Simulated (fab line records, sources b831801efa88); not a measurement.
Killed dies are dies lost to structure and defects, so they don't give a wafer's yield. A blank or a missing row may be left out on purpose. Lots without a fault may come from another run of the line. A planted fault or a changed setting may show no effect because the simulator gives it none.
Chamber matching | flow gf180mcu | GF_PASSIVATION_CVD_02 on pecvd-03: 3 sister chambers
The step deposits Si3N4, target thk 700 nm, time 486.18 s. 3 wafers are shown with their chamber, then 8 later ones without.

WAFERS WITH THEIR CHAMBER
wafer  | chamber | heater_power_w (W)
L084.2 | 1       | 882
L085.6 | 2       | 604
L087.1 | 0       | 680

WAFERS WITHOUT THEIR CHAMBER
wafer  | heater_power_w (W)
L087.4 | 805
L087.5 | 684
L094.2 | 555
L094.5 | 827
L094.6 | 601
L096.1 | 813
L096.2 | 567
L096.6 | 721

WHICH CHAMBER EACH WENT THROUGH
wafer  | from the rows above     | in truth
L087.4 | can't be placed: 1 or 0 | 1
L087.5 | can't be placed: 0 or 2 | 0
L094.2 | can't be placed: 2 or 0 | 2
L094.5 | can't be placed: 1 or 0 | 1
L094.6 | can't be placed: 2 or 0 | 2
L096.1 | can't be placed: 1 or 0 | 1
L096.2 | can't be placed: 2 or 0 | 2
L096.6 | can't be placed: 0 or 2 | 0
Placed correctly: 0 of 8. Can't be placed from these rows: 8 (the true chamber is among the candidates in 8). Placed wrongly: 0.
How it was worked out, from the rows above alone: a wafer's distance from a chamber is the root of the sum, over the readings, of the square of ((its reading less the chamber's mean) divided by the reading's scatter). The wafer belongs to the nearest chamber; if the next one is less than 2 further off, it can't be placed. A chamber's mean is the mean of its shown wafers. The scatter: with one shown wafer a chamber, the root of the mean of the squares of how far each hidden wafer lies from its nearest shown one.
